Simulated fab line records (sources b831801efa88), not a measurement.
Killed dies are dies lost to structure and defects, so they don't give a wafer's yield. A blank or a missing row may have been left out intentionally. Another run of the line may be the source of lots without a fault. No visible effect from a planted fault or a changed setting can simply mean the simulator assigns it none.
fab line records | flow gf180mcu
record lots=5 wafers=15 lastDay=33
route steps=602 shown HV_LDD@188
lots that met no fault: from a run of the same line without faults
startH: the number of hours between the record's first day and the start of the first shown wafer of the lot | waitH: hours from the lot's prior step to this one | " unchanged from the row above | L1.1+2: one row covering several wafers at once | - no value present, or no start provided | * or withheld: withheld | < > ~ a bound
route shown NAME@n: NAME is a module with steps in the file, n the number in the route of the first one | usual: the fault-free wafers' mean and standard deviation | same: alike in all rows | chamber/n: place in a boat | sites: each site's reading | _std_site: their standard deviation | _edge_site: mean of outer sites minus mean of inner sites | radiusMm: for every site, how far away it sits from the centre of the wafer | mask NAME#n: copy n | behind: tool/chamber where the wafer was last shaped | hold: reason for holding the lot/hours on hold/outcome of the hold | device: the transistor (n, p or np) that didn't switch | end of line: tests of these same wafers at the route's end | for a step that has no rows: nothing shown but its recipe | killed: dies lost to structure and defects at the first sort, not the wafer's yield | map: a wafer's dies, marking killed ones x, the rest . and places with no die _
set.NAME: setting as actually run; set.NAME@STEP: the setting as run at that earlier step | model.NAME: the simulator's own value behind a step, which no gauge read
lots at selected steps of the route; one table per step, one row per wafer
services: a tool's chamber out of use, with start hour (startH, from the record's first day; less than 0 if before it), hours out, and reason
## steps
# step GF_HV_LDD_DEHYDRATE_12
# recipe tempC=200 timeS=60
# same timeS=60
# columns lot.wafer tool chamber startH waitH
L078.2+3+6 lithoTrack-01 0 257.78 8.5
L079.2+3+4 lithoTrack-01 0 262.68 8.7
L083.1+3+4 lithoTrack-01 0 293.60 9.2
L086.3+5+6 lithoTrack-04 0 317.99 9.9
L090.3+4+6 lithoTrack-04 0 342.19 10.2
# step GF_HV_LDD_HMDS_13
# recipe primeTimeS=60 primeTempC=120
# columns lot.wafer tool chamber startH waitH
L078.2+3+6 lithoTrack-01 0 257.93 0.1
L079.2+3+4 lithoTrack-01 0 262.83 0.1
L083.1+3+4 lithoTrack-01 0 293.75 0.1
L086.3+5+6 lithoTrack-04 0 318.14 0.1
L090.3+4+6 lithoTrack-04 0 342.34 0.1
# step GF_HV_LDD_COAT_14
# recipe resist=NOVOLAK spinRpm=3000 resistThkNm=1000
# columns lot.wafer tool chamber startH waitH
L078.2+3+6 lithoTrack-01 0 258.08 0.1
L079.2+3+4 lithoTrack-01 0 262.98 0.1
L083.1+3+4 lithoTrack-01 0 293.90 0.1
L086.3+5+6 lithoTrack-04 0 318.29 0.1
L090.3+4+6 lithoTrack-04 0 342.49 0.1
# step GF_HV_LDD_SOFTBAKE_15
# recipe tempC=90 timeS=60 resist=NOVOLAK
# same timeS=60
# columns lot.wafer tool chamber startH waitH
L078.2+3+6 lithoTrack-01 0 258.23 0.1
L079.2+3+4 lithoTrack-01 0 263.13 0.1
L083.1+3+4 lithoTrack-01 0 294.05 0.1
L086.3+5+6 lithoTrack-04 0 318.44 0.1
L090.3+4+6 lithoTrack-04 0 342.64 0.1
# step GF_HV_LDD_EXPOSE_16
# recipe maskId=Pplus_LV_AREA targetCdNm=400 na=0.6 sourceShape=conventional sigmaOuter=0.6 doseMj=140
# usual exposureDoseMJCm2=140.00/0.13
# columns lot.wafer tool chamber startH waitH mask exposureDoseMJCm2
L078.2 ilineStepper-02 0 - - Pplus_LV_AREA#0 140.06
L078.3 " 0 " " Pplus_LV_AREA#0 140.22
L078.6 " 0 " " Pplus_LV_AREA#0 140.00
L079.2 ilineStepper-01 0 - - Pplus_LV_AREA#0 140.08
L079.3 " 0 " " Pplus_LV_AREA#0 139.89
L079.4 " 0 " " Pplus_LV_AREA#0 139.99
L083.1 ilineStepper-02 0 - - Pplus_LV_AREA#0 139.88
L083.3 " 0 " " Pplus_LV_AREA#0 140.00
L083.4 " 0 " " Pplus_LV_AREA#0 140.03
L086.3 ilineStepper-01 0 - - Pplus_LV_AREA#0 139.90
L086.5 " 0 " " Pplus_LV_AREA#0 139.85
L086.6 " 0 " " Pplus_LV_AREA#0 139.73
L090.3 ilineStepper-02 0 - - Pplus_LV_AREA#0 140.22
L090.4 " 0 " " Pplus_LV_AREA#0 139.97
L090.6 " 0 " " Pplus_LV_AREA#0 139.83
# step GF_HV_LDD_PEB_17
# recipe tempC=withheld timeS=* resist=NOVOLAK
# same timeS=*
# columns lot.wafer tool chamber startH waitH
L078.2+3+6 lithoTrack-01 0 - -
L079.2+3+4 lithoTrack-04 0 - -
L083.1+3+4 lithoTrack-04 0 - -
L086.3+5+6 lithoTrack-04 0 - -
L090.3+4+6 lithoTrack-04 0 - -
# step GF_HV_LDD_DEVELOP_18
# recipe developTimeS=60 devTempC=23
# columns lot.wafer tool chamber startH waitH
L078.2+3+6 lithoTrack-01 0 267.68 0.1
L079.2+3+4 lithoTrack-04 0 272.92 0.1
L083.1+3+4 lithoTrack-04 0 303.94 0.1
L086.3+5+6 lithoTrack-04 0 328.54 0.1
L090.3+4+6 lithoTrack-04 0 353.34 0.1
# step GF_HV_LDD_CD_MEAS_19
# recipe targetCdNm=400
# usual cdNm=399.6/2.3
# columns lot.wafer tool chamber startH waitH cdNm
L078.2 cdSem-01 - 267.90 0.2 404.7
L078.3 " - " " 401.8
L078.6 " - " " 403.5
L079.2 cdSem-01 - 273.06 0.1 396.8
L079.3 " - " " 394.7
L079.4 " - " " 395.7
L083.1 cdSem-02 - 304.09 0.1 401.0
L083.3 " - " " 401.6
L083.4 " - " " 400.5
L086.3 cdSem-01 - 328.68 0.1 399.9
L086.5 " - " " 398.8
L086.6 " - " " 401.5
L090.3 cdSem-01 - 353.48 0.1 399.7
L090.4 " - " " 397.4
L090.6 " - " " 401.5
# step GF_HV_LDD_OVL_MEAS_20
# usual HV_LDD_01_OVL=1.3/1.4
# columns lot.wafer tool chamber startH waitH HV_LDD_01_OVL[nm]
L078.2 overlay-02 - 268.00 0.1 0.8
L078.3 " - " " -0.5
L078.6 " - " " 0.5
L079.2 overlay-01 - 273.17 0.1 1.5
L079.3 " - " " -0.4
L079.4 " - " " -0.5
L083.1 overlay-02 - 304.21 0.1 2.0
L083.3 " - " " 0.5
L083.4 " - " " 0.0
L086.3 overlay-01 - 328.77 0.1 3.8
L086.5 " - " " 1.9
L086.6 " - " " 4.2
L090.3 overlay-01 - 353.57 0.1 1.4
L090.4 " - " " -0.1
L090.6 " - " " -1.3
# step GF_HV_LDD_IMPLANT_21
# recipe species=BF2 energyKev=25 doseCm2=5e+13 tiltDeg=7
# usual beamOnS=9.99/0.19
# columns lot.wafer tool chamber startH waitH beamOnS
L078.2 implanter-03 0 268.06 0.0 9.98
L078.3 " 0 " " 9.94
L078.6 " 0 " " 9.92
L079.2 implanter-01 0 273.22 0.0 10.29
L079.3 " 0 " " 10.15
L079.4 " 0 " " 10.24
L083.1 implanter-03 0 304.25 0.0 10.19
L083.3 " 0 " " 9.87
L083.4 " 0 " " 9.81
L086.3 implanter-03 0 328.85 0.1 10.22
L086.5 " 0 " " 9.97
L086.6 " 0 " " 10.36
L090.3 implanter-03 0 353.64 0.1 10.18
L090.4 " 0 " " 9.87
L090.6 " 0 " " 9.91
# step GF_HV_LDD_STRIP_22
# recipe chemistry=O2/N2 powerW=1400 pressureMtorr=1500 platenTempC=250 o2FlowSccm=3000 n2FlowSccm=300 overashFraction=0.5
# usual chamberPressureMTorr=1500.1/1.4 drypumpMotorCurrentA=5.7/0.4 heaterPowerW=324/22 oesProductAu=0.716/0.0041 stripTimeToEndpointS=12.63/0.044
# columns lot.wafer tool chamber startH waitH chamberPressureMTorr drypumpMotorCurrentA heaterPowerW oesProductAu rfHoursCounterH stripTimeToEndpointS
L078.2 plasmaAsher-02 1 268.18 0.1 1501.4 5.6 333 0.721 46 12.68
L078.3 " 0 " " 1499.1 5.6 341 0.717 - 12.66
L078.6 " 1 " " 1499.9 5.6 342 0.710 - 12.67
L079.2 plasmaAsher-02 0 273.35 0.1 1501.1 5.6 341 0.716 47 12.67
L079.3 " 1 " " 1499.4 5.7 342 0.712 - 12.68
L079.4 " 0 " " 1497.6 5.6 340 0.714 - 12.69
L083.1 plasmaAsher-02 1 304.40 0.1 1502.3 5.6 342 0.720 50 12.69
L083.3 " 0 " " 1501.9 5.7 339 0.712 - 12.72
L083.4 " 1 " " 1498.1 5.6 340 0.716 - 12.70
L086.3 plasmaAsher-01 0 328.98 0.1 1499.9 6.0 277 0.712 - 12.61
L086.5 " 1 " " 1498.5 5.9 341 0.713 - 12.60
L086.6 " 0 " " 1501.4 5.9 280 0.717 - 12.62
L090.3 plasmaAsher-01 1 353.78 0.1 1500.4 5.8 341 0.720 - 12.58
L090.4 " 0 " " 1497.8 6.0 278 0.715 - 12.60
L090.6 " 0 " " 1499.3 6.0 271 0.713 - 12.65
# step GF_HV_LDD_TW_MEAS_23
# usual HV_LDD_2_TW=1052/5.4
# columns lot.wafer tool chamber startH waitH HV_LDD_2_TW
L078.2 filmMetro-02 - 268.29 0.1 1045
L078.3 " - " " 1048
L078.6 " - " " 1052
L079.2 filmMetro-03 - 273.46 0.1 1043
L079.3 " - " " 1045
L079.4 " - " " 1051
L083.1 filmMetro-04 - 304.50 0.1 1055
L083.3 " - " " 1052
L083.4 " - " " 1055
L086.3 filmMetro-03 - 329.07 0.1 1041
L086.5 " - " " 1045
L086.6 " - " " 1052
L090.3 filmMetro-02 - 353.86 0.1 1046
L090.4 " - " " 1049
L090.6 " - " " 1046
# step GF_HV_LDD_DEHYDRATE_24
# recipe tempC=200 timeS=60
# same timeS=60
# columns lot.wafer tool chamber startH waitH
L078.2+3+6 lithoTrack-04 0 276.96 8.7
L079.2+3+4 lithoTrack-02 0 282.18 8.7
L083.1+3+4 lithoTrack-04 0 314.34 9.8
L086.3+5+6 lithoTrack-02 0 339.80 10.7
L090.3+4+6 lithoTrack-04 0 364.29 10.4
# step GF_HV_LDD_HMDS_25
# recipe primeTimeS=60 primeTempC=120
# columns lot.wafer tool chamber startH waitH
L078.2+3+6 lithoTrack-04 0 277.11 0.1
L079.2+3+4 lithoTrack-02 0 282.33 0.1
L083.1+3+4 lithoTrack-04 0 314.49 0.1
L086.3+5+6 lithoTrack-02 0 339.95 0.1
L090.3+4+6 lithoTrack-04 0 364.44 0.1
# step GF_HV_LDD_COAT_26
# recipe resist=NOVOLAK spinRpm=3000 resistThkNm=1000
# columns lot.wafer tool chamber startH waitH
L078.2+3+6 lithoTrack-04 0 277.26 0.1
L079.2+3+4 lithoTrack-02 0 282.48 0.1
L083.1+3+4 lithoTrack-04 0 314.64 0.1
L086.3+5+6 lithoTrack-02 0 340.10 0.1
L090.3+4+6 lithoTrack-04 0 364.59 0.1
# step GF_HV_LDD_SOFTBAKE_27
# recipe tempC=90 timeS=60 resist=NOVOLAK
# same timeS=60
# columns lot.wafer tool chamber startH waitH
L078.2+3+6 lithoTrack-04 0 277.41 0.1
L079.2+3+4 lithoTrack-02 0 282.63 0.1
L083.1+3+4 lithoTrack-04 0 314.79 0.1
L086.3+5+6 lithoTrack-02 0 340.25 0.1
L090.3+4+6 lithoTrack-04 0 364.74 0.1
# step GF_HV_LDD_EXPOSE_28
# recipe maskId=Nplus_HV_AREA targetCdNm=400 na=0.6 sourceShape=conventional sigmaOuter=0.6 doseMj=140
# usual exposureDoseMJCm2=140.00/0.13
# columns lot.wafer tool chamber startH waitH mask exposureDoseMJCm2
L078.2 ilineStepper-01 0 - - Nplus_HV_AREA#0 140.01
L078.3 " 0 " " Nplus_HV_AREA#0 140.05
L078.6 " 0 " " Nplus_HV_AREA#0 139.97
L079.2 ilineStepper-01 0 - - Nplus_HV_AREA#0 140.03
L079.3 " 0 " " Nplus_HV_AREA#0 139.90
L079.4 " 0 " " Nplus_HV_AREA#0 139.89
L083.1 ilineStepper-02 0 - - Nplus_HV_AREA#0 139.88
L083.3 " 0 " " Nplus_HV_AREA#0 139.94
L083.4 " 0 " " Nplus_HV_AREA#0 139.85
L086.3 ilineStepper-02 0 - - Nplus_HV_AREA#0 139.96
L086.5 " 0 " " Nplus_HV_AREA#0 139.91
L086.6 " 0 " " Nplus_HV_AREA#0 139.90
L090.3 ilineStepper-01 0 - - Nplus_HV_AREA#0 140.28
L090.4 " 0 " " Nplus_HV_AREA#0 140.10
L090.6 " 0 " " Nplus_HV_AREA#0 140.13
# step GF_HV_LDD_PEB_29
# recipe tempC=withheld timeS=* resist=NOVOLAK
# same timeS=*
# columns lot.wafer tool chamber startH waitH
L078.2+3+6 lithoTrack-04 0 - -
L079.2+3+4 lithoTrack-01 0 - -
L083.1+3+4 lithoTrack-04 0 - -
L086.3+5+6 lithoTrack-02 0 - -
L090.3+4+6 lithoTrack-04 0 - -
# step GF_HV_LDD_DEVELOP_30
# recipe developTimeS=60 devTempC=23
# columns lot.wafer tool chamber startH waitH
L078.2+3+6 lithoTrack-04 0 286.81 0.1
L079.2+3+4 lithoTrack-01 0 292.38 0.1
L083.1+3+4 lithoTrack-04 0 325.14 0.1
L086.3+5+6 lithoTrack-02 0 350.15 0.1
L090.3+4+6 lithoTrack-04 0 375.89 0.1
# step GF_HV_LDD_CD_MEAS_31
# recipe targetCdNm=400
# usual cdNm=399.5/2.2
# columns lot.wafer tool chamber startH waitH cdNm
L078.2 cdSem-01 - 286.96 0.1 402.1
L078.3 " - " " 401.9
L078.6 " - " " 399.9
L079.2 cdSem-01 - 292.52 0.1 397.8
L079.3 " - " " 397.8
L079.4 " - " " 397.0
L083.1 cdSem-02 - 325.29 0.1 402.5
L083.3 " - " " 402.5
L083.4 " - " " 402.4
L086.3 cdSem-02 - 350.29 0.1 399.4
L086.5 " - " " 398.0
L086.6 " - " " 400.0
L090.3 cdSem-01 - 376.03 0.1 400.0
L090.4 " - " " 399.9
L090.6 " - " " 398.4
# step GF_HV_LDD_OVL_MEAS_32
# usual HV_LDD_02_OVL=-0.1/1.2
# columns lot.wafer tool chamber startH waitH HV_LDD_02_OVL[nm]
L078.2 overlay-01 - 287.07 0.1 -0.3
L078.3 " - " " -0.5
L078.6 " - " " 1.5
L079.2 overlay-01 - 292.63 0.1 -0.3
L079.3 " - " " -0.4
L079.4 " - " " -0.8
L083.1 overlay-01 - 325.41 0.1 1.0
L083.3 " - " " -1.5
L083.4 " - " " 0.5
L086.3 overlay-02 - 350.38 0.1 1.0
L086.5 " - " " -0.9
L086.6 " - " " 0.9
L090.3 overlay-02 - 376.12 0.1 -0.9
L090.4 " - " " 1.4
L090.6 " - " " -1.1
# step GF_HV_LDD_IMPLANT_33
# recipe species=P energyKev=60 doseCm2=7.5e+12 tiltDeg=30 rotationDeg=0
# usual beamOnS=10.02/0.21
# columns lot.wafer tool chamber startH waitH beamOnS
L078.2 implanter-01 0 287.12 0.0 10.04
L078.3 " 0 " " 9.77
L078.6 " 0 " " 10.00
L079.2 implanter-02 0 292.69 0.0 10.07
L079.3 " 0 " " 10.03
L079.4 " 0 " " 9.65
L083.1 implanter-01 0 325.45 0.0 9.92
L083.3 " 0 " " 10.48
L083.4 " 0 " " 10.41
L086.3 implanter-03 0 350.46 0.1 10.13
L086.5 " 0 " " 9.99
L086.6 " 0 " " 9.94
L090.3 implanter-02 0 376.19 0.1 10.18
L090.4 " 0 " " 9.86
L090.6 " 0 " " 9.78
# step GF_HV_LDD_IMPLANT_34
# recipe species=P energyKev=60 doseCm2=7.5e+12 tiltDeg=30 rotationDeg=90
# usual beamOnS=9.97/0.21
# columns lot.wafer tool chamber startH waitH beamOnS
L078.2 implanter-01 0 287.27 0.1 10.10
L078.3 " 0 " " 9.75
L078.6 " 0 " " 9.54
L079.2 implanter-02 0 292.84 0.1 9.70
L079.3 " 0 " " 9.87
L079.4 " 0 " " 10.11
L083.1 implanter-01 0 325.60 0.1 10.00
L083.3 " 0 " " 9.61
L083.4 " 0 " " 9.92
L086.3 implanter-03 0 350.61 0.1 10.23
L086.5 " 0 " " 9.95
L086.6 " 0 " " 9.76
L090.3 implanter-02 0 376.34 0.1 9.69
L090.4 " 0 " " 10.01
L090.6 " 0 " " 10.30
# step GF_HV_LDD_IMPLANT_35
# recipe species=P energyKev=60 doseCm2=7.5e+12 tiltDeg=30 rotationDeg=180
# usual beamOnS=10.02/0.22
# columns lot.wafer tool chamber startH waitH beamOnS
L078.2 implanter-01 0 287.42 0.1 10.42
L078.3 " 0 " " 10.01
L078.6 " 0 " " 9.47
L079.2 implanter-02 0 292.99 0.1 10.15
L079.3 " 0 " " 9.77
L079.4 " 0 " " 9.95
L083.1 implanter-01 0 325.75 0.1 10.15
L083.3 " 0 " " 9.16
L083.4 " 0 " " 10.07
L086.3 implanter-03 0 350.76 0.1 9.97
L086.5 " 0 " " 9.87
L086.6 " 0 " " 9.95
L090.3 implanter-02 0 376.49 0.1 9.83
L090.4 " 0 " " 10.12
L090.6 " 0 " " 10.05
# step GF_HV_LDD_IMPLANT_36
# recipe species=P energyKev=60 doseCm2=7.5e+12 tiltDeg=30 rotationDeg=270
# usual beamOnS=9.97/0.2
# columns lot.wafer tool chamber startH waitH beamOnS
L078.2 implanter-01 0 287.57 0.1 10.00
L078.3 " 0 " " 9.97
L078.6 " 0 " " 9.94
L079.2 implanter-02 0 293.14 0.1 10.08
L079.3 " 0 " " 9.86
L079.4 " 0 " " 9.46
L083.1 implanter-01 0 325.90 0.1 9.80
L083.3 " 0 " " 10.04
L083.4 " 0 " " 9.80
L086.3 implanter-03 0 350.91 0.1 9.53
L086.5 " 0 " " 10.23
L086.6 " 0 " " 10.34
L090.3 implanter-02 0 376.64 0.1 9.75
L090.4 " 0 " " 10.09
L090.6 " 0 " " 10.09
# step GF_HV_LDD_STRIP_37
# recipe chemistry=O2/N2 powerW=1400 pressureMtorr=1500 platenTempC=250 o2FlowSccm=3000 n2FlowSccm=300 overashFraction=0.5
# usual chamberPressureMTorr=1499.8/1.3 drypumpMotorCurrentA=5.7/0.45 heaterPowerW=324/22 oesProductAu=0.716/0.0047 stripTimeToEndpointS=12.64/0.038
# columns lot.wafer tool chamber startH waitH chamberPressureMTorr drypumpMotorCurrentA heaterPowerW oesProductAu rfHoursCounterH stripTimeToEndpointS
L078.2 plasmaAsher-01 1 287.70 0.1 1499.9 5.8 340 0.711 64 12.56
L078.3 " 1 " " 1498.1 5.9 344 0.718 - 12.53
L078.6 " 0 " " 1500.2 6.0 273 0.725 - 12.62
L079.2 plasmaAsher-02 1 293.26 0.1 1498.8 5.6 334 0.714 48 12.64
L079.3 " 0 " " 1502.3 5.6 337 0.715 - 12.63
L079.4 " 1 " " 1501.1 5.6 341 0.718 - 12.60
L083.1 plasmaAsher-04 0 326.05 0.1 1499.8 6.3 329 0.708 22 12.57
L083.3 " 0 " " 1498.2 6.3 328 0.722 - 12.60
L083.4 " 1 " " 1501.8 4.9 290 0.720 - 12.63
L086.3 plasmaAsher-01 1 351.04 0.1 1499.2 5.8 337 0.714 - 12.68
L086.5 " 1 " " 1499.6 5.8 343 0.710 - 12.67
L086.6 " 0 " " 1498.1 5.9 278 0.716 - 12.68
L090.3 plasmaAsher-04 0 376.78 0.1 1499.9 6.3 330 0.709 - 12.65
L090.4 " 1 " " 1500.3 4.9 303 0.718 - 12.58
L090.6 " 0 " " 1498.1 6.3 340 0.713 - 12.61
# step GF_HV_LDD_TW_MEAS_38
# usual HV_LDD_3_TW=1430/8.2
# columns lot.wafer tool chamber startH waitH HV_LDD_3_TW
L078.2 filmMetro-03 - 287.81 0.1 1426
L078.3 " - " " 1427
L078.6 " - " " 1427
L079.2 filmMetro-03 - 293.37 0.1 1425
L079.3 " - " " 1423
L079.4 " - " " 1423
L083.1 filmMetro-04 - 326.15 0.1 1445
L083.3 " - " " 1435
L083.4 " - " " 1436
L086.3 filmMetro-02 - 351.13 0.1 1427
L086.5 " - " " 1429
L086.6 " - " " 1429
L090.3 filmMetro-03 - 376.86 0.1 1422
L090.4 " - " " 1425
L090.6 " - " " 1425
# step GF_HV_LDD_DEHYDRATE_39
# recipe tempC=200 timeS=60
# same timeS=60
# columns lot.wafer tool chamber startH waitH
L078.2+3+6 lithoTrack-02 0 297.23 9.4
L079.2+3+4 lithoTrack-04 0 302.61 9.2
L083.1+3+4 lithoTrack-04 0 335.89 9.7
L086.3+5+6 lithoTrack-01 0 361.50 10.4
L090.3+4+6 lithoTrack-01 0 387.35 10.5
# step GF_HV_LDD_HMDS_40
# recipe primeTimeS=60 primeTempC=120
# columns lot.wafer tool chamber startH waitH
L078.2+3+6 lithoTrack-02 0 297.38 0.1
L079.2+3+4 lithoTrack-04 0 302.76 0.1
L083.1+3+4 lithoTrack-04 0 336.04 0.1
L086.3+5+6 lithoTrack-01 0 361.65 0.1
L090.3+4+6 lithoTrack-01 0 387.50 0.1
# step GF_HV_LDD_COAT_41
# recipe resist=NOVOLAK spinRpm=3000 resistThkNm=1000
# columns lot.wafer tool chamber startH waitH
L078.2+3+6 lithoTrack-02 0 297.53 0.1
L079.2+3+4 lithoTrack-04 0 302.91 0.1
L083.1+3+4 lithoTrack-04 0 336.19 0.1
L086.3+5+6 lithoTrack-01 0 361.80 0.1
L090.3+4+6 lithoTrack-01 0 387.65 0.1
# step GF_HV_LDD_SOFTBAKE_42
# recipe tempC=90 timeS=60 resist=NOVOLAK
# same timeS=60
# columns lot.wafer tool chamber startH waitH
L078.2+3+6 lithoTrack-02 0 297.68 0.1
L079.2+3+4 lithoTrack-04 0 303.06 0.1
L083.1+3+4 lithoTrack-04 0 336.34 0.1
L086.3+5+6 lithoTrack-01 0 361.95 0.1
L090.3+4+6 lithoTrack-01 0 387.80 0.1
# step GF_HV_LDD_EXPOSE_43
# recipe maskId=Pplus_HV_AREA targetCdNm=400 na=0.6 sourceShape=conventional sigmaOuter=0.6 doseMj=140
# usual exposureDoseMJCm2=140.00/0.15
# columns lot.wafer tool chamber startH waitH mask exposureDoseMJCm2
L078.2 ilineStepper-01 0 - - Pplus_HV_AREA#0 139.82
L078.3 " 0 " " Pplus_HV_AREA#0 140.04
L078.6 " 0 " " Pplus_HV_AREA#0 139.78
L079.2 ilineStepper-02 0 - - Pplus_HV_AREA#0 140.29
L079.3 " 0 " " Pplus_HV_AREA#0 140.02
L079.4 " 0 " " Pplus_HV_AREA#0 140.01
L083.1 ilineStepper-01 0 - - Pplus_HV_AREA#0 140.08
L083.3 " 0 " " Pplus_HV_AREA#0 140.22
L083.4 " 0 " " Pplus_HV_AREA#0 140.14
L086.3 ilineStepper-02 0 - - Pplus_HV_AREA#0 139.76
L086.5 " 0 " " Pplus_HV_AREA#0 139.87
L086.6 " 0 " " Pplus_HV_AREA#0 139.94
L090.3 ilineStepper-02 0 - - Pplus_HV_AREA#0 139.77
L090.4 " 0 " " Pplus_HV_AREA#0 139.80
L090.6 " 0 " " Pplus_HV_AREA#0 140.04
# step GF_HV_LDD_PEB_44
# recipe tempC=withheld timeS=* resist=NOVOLAK
# same timeS=*
# columns lot.wafer tool chamber startH waitH
L078.2+3+6 lithoTrack-01 0 - -
L079.2+3+4 lithoTrack-02 0 - -
L083.1+3+4 lithoTrack-02 0 - -
L086.3+5+6 lithoTrack-02 0 - -
L090.3+4+6 lithoTrack-01 0 - -
# step GF_HV_LDD_DEVELOP_45
# recipe developTimeS=60 devTempC=23
# columns lot.wafer tool chamber startH waitH
L078.2+3+6 lithoTrack-01 0 307.18 0.1
L079.2+3+4 lithoTrack-02 0 313.43 0.1
L083.1+3+4 lithoTrack-02 0 347.00 0.1
L086.3+5+6 lithoTrack-02 0 373.10 0.1
L090.3+4+6 lithoTrack-01 0 398.80 0.1
# step GF_HV_LDD_CD_MEAS_46
# recipe targetCdNm=400
# usual cdNm=399.8/2.1
# columns lot.wafer tool chamber startH waitH cdNm
L078.2 cdSem-02 - 307.32 0.1 399.0
L078.3 " - " " 396.8
L078.6 " - " " 398.4
L079.2 cdSem-02 - 313.57 0.1 400.2
L079.3 " - " " 399.5
L079.4 " - " " 401.4
L083.1 cdSem-02 - 347.15 0.1 400.4
L083.3 " - " " 399.2
L083.4 " - " " 399.0
L086.3 cdSem-02 - 373.24 0.1 397.6
L086.5 " - " " 398.4
L086.6 " - " " 397.8
L090.3 cdSem-02 - 398.94 0.1 400.3
L090.4 " - " " 397.9
L090.6 " - " " 400.7
# step GF_HV_LDD_OVL_MEAS_47
# usual HV_LDD_03_OVL=0.4/1.6
# columns lot.wafer tool chamber startH waitH HV_LDD_03_OVL[nm]
L078.2 overlay-01 - 307.43 0.1 -0.8
L078.3 " - " " -0.4
L078.6 " - " " -0.6
L079.2 overlay-01 - 313.68 0.1 1.7
L079.3 " - " " 4.8
L079.4 " - " " 4.4
L083.1 overlay-02 - 347.27 0.1 1.2
L083.3 " - " " -1.3
L083.4 " - " " 0.8
L086.3 overlay-02 - 373.33 0.1 2.0
L086.5 " - " " 1.1
L086.6 " - " " 1.9
L090.3 overlay-01 - 399.03 0.1 -2.3
L090.4 " - " " 0.1
L090.6 " - " " 1.2
# step GF_HV_LDD_IMPLANT_48
# recipe species=B energyKev=25 doseCm2=3e+13 tiltDeg=7
# usual beamOnS=9.98/0.2
# columns lot.wafer tool chamber startH waitH beamOnS
L078.2 implanter-03 0 307.49 0.0 9.74
L078.3 " 0 " " 9.90
L078.6 " 0 " " 9.89
L079.2 implanter-03 0 313.73 0.0 9.63
L079.3 " 0 " " 10.05
L079.4 " 0 " " 10.27
L083.1 implanter-03 0 347.31 0.0 10.50
L083.3 " 0 " " 10.00
L083.4 " 0 " " 10.19
L086.3 implanter-02 0 373.41 0.1 9.53
L086.5 " 0 " " 10.11
L086.6 " 0 " " 10.07
L090.3 implanter-02 0 399.11 0.1 10.07
L090.4 " 0 " " 9.13
L090.6 " 0 " " 9.85
# step GF_HV_LDD_STRIP_49
# recipe chemistry=O2/N2 powerW=1400 pressureMtorr=1500 platenTempC=250 o2FlowSccm=3000 n2FlowSccm=300 overashFraction=0.5
# usual chamberPressureMTorr=1500.0/1.4 drypumpMotorCurrentA=5.7/0.31 heaterPowerW=323/26 oesProductAu=0.716/0.0044 stripTimeToEndpointS=12.65/0.037
# columns lot.wafer tool chamber startH waitH chamberPressureMTorr drypumpMotorCurrentA heaterPowerW oesProductAu rfHoursCounterH stripTimeToEndpointS
L078.2 plasmaAsher-02 0 307.61 0.1 1501.9 5.6 342 0.712 50 12.74
L078.3 " 1 " " 1499.5 5.6 343 0.715 - 12.74
L078.6 " 0 " " 1499.0 5.6 335 0.713 - 12.74
L079.2 plasmaAsher-01 1 313.86 0.1 1499.1 5.8 338 0.726 67 12.60
L079.3 " 1 " " 1498.1 5.8 337 0.714 - 12.63
L079.4 " 0 " " 1500.4 6.0 275 0.720 - 12.62
L083.1 plasmaAsher-02 1 347.46 0.1 1499.2 5.6 344 0.721 54 12.62
L083.3 " 1 " " 1499.2 5.6 327 0.712 - 12.58
L083.4 " 0 " " 1498.7 5.6 349 0.721 - 12.60
L086.3 plasmaAsher-01 1 373.54 0.1 1497.2 5.9 340 0.717 - 12.69
L086.5 " 0 " " 1501.0 6.0 277 0.723 - 12.69
L086.6 " 1 " " 1501.2 5.8 335 0.715 - 12.64
L090.3 plasmaAsher-04 1 399.24 0.1 1497.8 4.9 301 0.714 - 12.68
L090.4 " 0 " " 1500.6 6.3 330 0.716 - 12.71
L090.6 " 0 " " 1500.0 6.3 331 0.722 - 12.71
# step GF_HV_LDD_TW_MEAS_50
# usual HV_LDD_4_TW=567/3.4
# columns lot.wafer tool chamber startH waitH HV_LDD_4_TW
L078.2 filmMetro-02 - 307.72 0.1 563
L078.3 " - " " 562
L078.6 " - " " 561
L079.2 filmMetro-04 - 313.97 0.1 570
L079.3 " - " " 570
L079.4 " - " " 566
L083.1 filmMetro-03 - 347.56 0.1 567
L083.3 " - " " 568
L083.4 " - " " 565
L086.3 filmMetro-03 - 373.63 0.1 564
L086.5 " - " " 566
L086.6 " - " " 563
L090.3 filmMetro-04 - 399.33 0.1 570
L090.4 " - " " 572
L090.6 " - " " 572
# step GF_HV_LDD_CLEAN_51
# recipe chemistry=SC1/SC2 mix=1:4:20 tempC=70 timeS=150 dry=n2Spin
# same timeS=150
# columns lot.wafer tool chamber startH waitH
L078.2+3+6 wetBench-02 0 307.77 0.0
L079.2+3+4 wetBench-01 1 314.02 0.0
L083.1+3+4 wetBench-02 2 347.62 0.1
L086.3+5+6 wetBench-02 0 373.67 0.0
L090.3+4+6 wetBench-01 3 399.37 0.0
# step GF_HV_LDD_RTA_52
# recipe tempC=1000 timeS=10 ambient=N2
# usual lampPowerPct=34.1/2.2 wafer_temp_C_max=1003.5/0.75
# same timeS=10
# columns lot.wafer tool chamber startH waitH lampPowerPct wafer_temp_C_max
L078.2 rtpAnneal-01 0 307.83 0.0 35.8 1002.8
L078.3 " 0 " " 35.8 1003.0
L078.6 " 0 " " 35.8 1003.6
L079.2 rtpAnneal-01 0 314.08 0.0 35.8 1003.3
L079.3 " 0 " " 35.8 1003.5
L079.4 " 0 " " 35.8 1003.3
L083.1 rtpAnneal-02 0 347.67 0.0 31.3 1003.5
L083.3 " 0 " " 31.3 1003.5
L083.4 " 0 " " 31.3 1003.0
L086.3 rtpAnneal-02 0 373.74 0.0 31.3 1002.8
L086.5 " 0 " " 31.2 1004.2
L086.6 " 0 " " 31.2 1004.1
L090.3 rtpAnneal-01 0 399.44 0.0 35.8 1004.5
L090.4 " 0 " " 35.8 1003.4
L090.6 " 0 " " 35.7 1004.0
## services
# columns tool chamber startH hours kind
plasmaAsher-01 - 235.80 19.2 repair
ilineStepper-01 - 238.31 8.9 pm
implanter-01 - 250.47 0.7 repair
ilineStepper-02 0 262.46 - calibration
ilineStepper-02 - 267.36 17.1 repair
implanter-02 - 268.03 0.6 repair
plasmaAsher-02 - 278.58 1.1 repair
implanter-02 - 305.85 0.7 repair
ilineStepper-01 - 308.27 1.7 pm
implanter-02 - 317.33 1.8 repair
plasmaAsher-01 - 319.44 1.3 repair
ilineStepper-01 - 322.60 5.5 repair
wetBench-02 - 337.85 2.7 repair
plasmaAsher-04 - 354.91 0.9 repair
ilineStepper-02 - 371.44 5.4 repair
implanter-03 - 380.24 5.6 pm
ilineStepper-02 - 398.12 1.7 repair
plasmaAsher-01 - 399.38 0.5 repair
## key
fault none
